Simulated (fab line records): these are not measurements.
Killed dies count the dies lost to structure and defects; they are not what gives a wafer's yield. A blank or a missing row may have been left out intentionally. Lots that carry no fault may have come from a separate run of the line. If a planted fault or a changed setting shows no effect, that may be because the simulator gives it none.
The tool behind it: which one? | flow gf180mcu | 7 lots with 21 wafers sampled at 2 steps, on a route of 602 steps

== WHAT THE GAUGES READ, wafer by wafer ==
GF_PSD_OVL_MEAS_08.
lot  | measured     | on         | PSD_OVL (nm)
L607 | day 14 09:45 | overlay-02 | -0.9 -0.5 0.6
L610 | day 15 10:53 | overlay-01 | 0.5 0.2 0.2
L613 | day 16 17:36 | overlay-02 | 2.7 2.6 2.5
L619 | day 18 22:49 | overlay-01 | 1.6 1.3 0.8
L621 | day 20 02:40 | overlay-01 | 1.6 0.3 -0.5
L626 | day 21 03:54 | overlay-01 | -0.3 -1.7 -2.6
L629 | day 22 10:19 | overlay-01 | 1.1 0.9 0.7

== EACH LOT AND THE TOOL THAT RAN IT (in order: tool; ch and the chambers of the sampled wafers; start) ==
lot  | GF_POLY_GATE_ETCH_12
L607 | rie diel-02 ch 0,2, day 9 09:21
L610 | rie diel-01 ch 1,3, day 10 06:14
L613 | rie diel-01 ch 2,3, day 11 05:29
L619 | rie diel-02 ch 0,2, day 13 05:08
L621 | rie diel-02 ch 0,2, day 14 04:23
L626 | rie diel-03 ch 1,2,3, day 15 01:20
L629 | rie diel-01 ch 0,1,3, day 16 08:30
- GF_POLY_GATE_ETCH_12: etches BARC in N2/H2.

== THE ANSWER, worked out from the rows above alone ==
Rule: the usual values come from the lots themselves. The widest of any qualifying gaps counts: lots, ordered by their means at a reading, are off when they make up no more than a third of the lots, leave a main group of 4 or more, and stand apart from it by 3 or more times the standard deviation of that group's means. If all means in a main group match to the digits the tables above print for the reading, that group is not used. A lot without any number at a reading at which 4 lots or more have one is off too. All remaining lots with rows at the step are treated as sound.
None of the lots is off at any reading shown; this tells nothing.

== WHAT THE SIMULATOR HAD PUT IN ==
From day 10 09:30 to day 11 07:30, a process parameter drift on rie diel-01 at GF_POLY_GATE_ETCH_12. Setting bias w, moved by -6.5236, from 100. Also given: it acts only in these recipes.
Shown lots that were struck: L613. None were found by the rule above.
